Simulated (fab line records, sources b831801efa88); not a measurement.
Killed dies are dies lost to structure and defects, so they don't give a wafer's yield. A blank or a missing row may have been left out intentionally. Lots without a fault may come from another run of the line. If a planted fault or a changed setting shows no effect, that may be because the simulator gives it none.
Which tool is to blame? | flow gf180mcu | 11 lots, 32 wafers sampled, at 7 steps of a route of 602

WHAT THE GAUGES READ, wafer by wafer
GF_M3_OVL_MEAS_15.
lot  | measured     | on         | M3_OVL (nm)
L906 | day 21 10:49 | overlay-01 | 1 2 -1
L908 | day 22 10:04 | overlay-01 | 7 6 13
L909 | day 22 17:25 | overlay-01 | 7 12 5
L910 | day 23 08:26 | overlay-02 | -7 4 0
L912 | day 23 16:14 | overlay-01 | 3 3 2
L913 | day 24 00:50 | overlay-01 | -1 4 4
L914 | day 24 12:13 | overlay-02 | 3 3 1
L916 | day 25 02:51 | overlay-01 | 3 -3 -2
L920 | day 26 04:09 | overlay-01 | 9 2 0
L923 | day 27 04:43 | overlay-01 | 6 2
L926 | day 27 23:14 | overlay-01 | 9 -1 10

GF_V3_RS_MEAS_24: measures by four-point-probe.
lot  | measured     | on            | V3_W_RS (ohm/sq)
L906 | day 22 13:34 | film metro-03 | 0.330 0.331 0.336
L908 | day 23 12:31 | film metro-01 | 0.331 0.332 0.329
L909 | day 23 18:43 | film metro-04 | 0.332 0.331 0.335
L910 | day 24 09:55 | film metro-03 | 0.333 0.337 0.336
L912 | day 24 16:56 | film metro-04 | 0.330 0.338 0.331
L913 | day 25 00:52 | film metro-04 | 0.335 0.335 0.336
L914 | day 25 12:14 | film metro-01 | 0.332 0.334 0.333
L916 | day 26 01:49 | film metro-03 | 0.335 0.336 0.334
L920 | day 27 02:46 | film metro-01 | 0.286 0.281 0.331
L923 | day 28 02:35 | film metro-03 | 0.284 0.286
L926 | day 28 20:41 | film metro-03 | 0.334 0.334 0.333

GF_V3_THK_MEAS_25: measures by xrf.
lot  | measured     | on            | V3_W_THK (nm)
L906 | day 22 13:41 | film metro-03 | 356 352 349
L908 | day 23 12:36 | film metro-01 | 366 364 367
L909 | day 23 18:50 | film metro-04 | 356 358 352
L910 | day 24 10:01 | film metro-03 | 356 351 350
L912 | day 24 17:03 | film metro-04 | 356 350 354
L913 | day 25 00:59 | film metro-04 | 350 352 348
L914 | day 25 12:21 | film metro-01 | 359 359 358
L916 | day 26 01:55 | film metro-03 | 349 349 351
L920 | day 27 02:52 | film metro-01 | 417 422 360
L923 | day 28 02:41 | film metro-03 | 416 417
L926 | day 28 20:47 | film metro-03 | 354 354 353

GF_M4_RS_MEAS_05: measures by four-point-probe.
lot  | measured     | on            | M4_ALCU_RS (ohm/sq)
L906 | day 22 14:16 | film metro-03 | 0.0684 0.0693 0.0694
L908 | day 23 13:13 | film metro-04 | 0.0710 0.0699 0.0709
L909 | day 23 19:25 | film metro-03 | 0.0705 0.0694 0.0705
L910 | day 24 10:37 | film metro-02 | 0.0694 0.0709 0.0707
L912 | day 24 17:38 | film metro-04 | 0.0693 0.0705 0.0700
L913 | day 25 01:34 | film metro-02 | 0.0704 0.0690 0.0692
L914 | day 25 12:56 | film metro-03 | 0.0722 0.0719 0.0693
L916 | day 26 02:31 | film metro-04 | 0.0703 0.0717 0.0703
L920 | day 27 03:28 | film metro-03 | 0.0694 0.0700 0.0708
L923 | day 28 03:17 | film metro-02 | 0.0694 0.0690
L926 | day 28 21:23 | film metro-02 | 0.0716 0.0707 0.0713

TOOL THAT RAN EACH LOT (tool first, then ch and the chambers of the sampled wafers, then the start)
lot  | GF_V3_SPUTTER_22             | GF_V3_CVD_23                  | GF_V3_CMP_26
L906 | pvd sputter-02, day 22 13:23 | cvd w-01 ch 0, day 22 13:26   | cmp-02 ch 0,1,2, day 22 13:44
L908 | pvd sputter-03, day 23 12:17 | cvd w-01 ch 0,1, day 23 12:22 | cmp-02 ch 0,1,3, day 23 12:47
L909 | pvd sputter-03, day 23 18:34 | cvd w-02 ch 0,1, day 23 18:37 | cmp-02 ch 1,2,3, day 23 18:54
L910 | pvd sputter-03, day 24 09:44 | cvd w-01 ch 0,1, day 24 09:46 | cmp-01 ch 0,2,3, day 24 10:13
L912 | pvd sputter-04, day 24 16:46 | cvd w-01 ch 0,1, day 24 16:49 | cmp-02 ch 1,2,3, day 24 17:09
L913 | pvd sputter-03, day 25 00:42 | cvd w-01 ch 0,1, day 25 00:44 | cmp-02 ch 1,2,3, day 25 01:02
L914 | pvd sputter-02, day 25 12:04 | cvd w-01 ch 0,1, day 25 12:07 | cmp-01 ch 0,1, day 25 12:27
L916 | pvd sputter-04, day 26 01:38 | cvd w-01 ch 0,1, day 26 01:40 | cmp-01 ch 0,1,2, day 26 01:58
L920 | pvd sputter-02, day 27 02:35 | cvd w-01 ch 0,1, day 27 02:37 | cmp-01 ch 0,1, day 27 02:55
L923 | pvd sputter-03, day 28 02:16 | cvd w-01 ch 0, day 28 02:25   | cmp-01 ch 0,1, day 28 02:49
L926 | pvd sputter-02, day 28 20:31 | cvd w-02 ch 1, day 28 20:33   | cmp-02 ch 0,1,2, day 28 20:56
- GF_V3_SPUTTER_22: material TiN, target thk 10 nm, time 40 s.
- GF_V3_CVD_23: deposits W, target thk 350 nm, time 104.9 s.
- GF_V3_CMP_26: polishes, stops on SiO2, t overpolish 15 s, target thk 0 nm.

WHAT THE TOOLS THEMSELVES READ (means of the sampled wafers that have a number; where no wafer has one, the mark that the record gives instead)
GF_V3_SPUTTER_22.
lot  | tool           | cathode dc power W (W) | throttle valve pct (%)
L906 | pvd sputter-02 | 3999.9                 | 29.8
L908 | pvd sputter-03 | 3999.2                 | 30.8
L909 | pvd sputter-03 | 3999.5                 | 30.7
L910 | pvd sputter-03 | 4000.1                 | 30.8
L912 | pvd sputter-04 | 4000.5                 | 30.2
L913 | pvd sputter-03 | 4000.2                 | 30.4
L914 | pvd sputter-02 | 4000.5                 | 30.2
L916 | pvd sputter-04 | 4000.1                 | 30.9
L920 | pvd sputter-02 | 3999.7                 | 29.7
L923 | pvd sputter-03 | 4000.7                 | 30.1
L926 | pvd sputter-02 | 3999.6                 | 29.9

GF_V3_CVD_23.
lot  | tool     | heater power outer w (W) | heater power w (W) | susceptor temp C (C)
L906 | cvd w-01 | 509                      | 807                | 399.98
L908 | cvd w-01 | 523                      | 822                | 399.84
L909 | cvd w-02 | 502                      | 868                | 400.05
L910 | cvd w-01 | 506                      | 817                | 399.96
L912 | cvd w-01 | 517                      | 810                | 399.70
L913 | cvd w-01 | 529                      | 820                | 399.78
L914 | cvd w-01 | 521                      | 815                | 400.16
L916 | cvd w-01 | 525                      | 826                | 399.97
L920 | cvd w-01 | 534                      | 836                | 405.27
L923 | cvd w-01 | 544                      | 868                | 408.05
L926 | cvd w-02 | 471                      | 843                | 400.04

GF_V3_CMP_26.
lot  | tool   | edge zone pressure frac | motor current A (A) | time to endpoint s (s)
L906 | cmp-02 | 1.004                   | 11.0                | 86
L908 | cmp-02 | 1.002                   | 11.7                | 88
L909 | cmp-02 | 1.003                   | 10.9                | 85
L910 | cmp-01 | 0.995                   | 11.8                | 79
L912 | cmp-02 | 0.996                   | 11.1                | 81
L913 | cmp-02 | 0.999                   | 10.9                | 84
L914 | cmp-01 | 0.990                   | 10.9                | 88
L916 | cmp-01 | 1.002                   | 11.1                | 87
L920 | cmp-01 | 1.001                   | 10.4                | 99
L923 | cmp-01 | 0.998                   | 10.8                | 96
L926 | cmp-02 | 1.003                   | 11.3                | 80

THE ANSWER, worked out from the rows above alone
Rule: the usual values come from the lots themselves. Put in order of their means at a reading, lots are off if they are a third of the lots or fewer, leave a main group of 4 or more, and stand apart from it by a gap of 3 or more times the standard deviation of the main group's means; of several such gaps the widest counts. The tables above print the reading to a certain number of digits; a main group whose means all agree to those digits is not used. A lot without any number at a reading at which 4 lots or more have one is off too. Any other lot the step has rows for is counted as sound. First the gauges in route order, then the tools' own readings, where a lot's mean is used as printed above. At the first step where some lot is off, the reading lying furthest off is the one used; lots without a number count as furthest.
Off: L920, L923, seen at GF_V3_RS_MEAS_24 (V3_W_RS). The main group: mean 0.333 ohm/sq, standard deviation 0.0015.
If a tool, at a process step before that reading, ran all the lots that are off and no sound lot after the first of them, it fits. The gauges at GF_V3_RS_MEAS_24 aren't tried: what is off there is off at GF_V3_CVD_23 too, on other tools, and a gauge's error can't cause that. One candidate fits, namely cvd w-01 at GF_V3_CVD_23. A fault onset in the window from L916 (day 26 01:40, its last sound lot) to L920 (day 27 02:37, its first lot off) fits.
On the lots that are off, the tool's own readings at GF_V3_CVD_23 differ by more than 5 times the standard deviation of the sound lots' means, which bears it out; susceptor temp C reads 406.66 C there versus 399.94 C on the sound lots.

WHAT THE SIMULATOR HAD INSERTED
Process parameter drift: cvd w-01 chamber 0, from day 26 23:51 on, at GF_V3_CVD_23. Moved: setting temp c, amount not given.
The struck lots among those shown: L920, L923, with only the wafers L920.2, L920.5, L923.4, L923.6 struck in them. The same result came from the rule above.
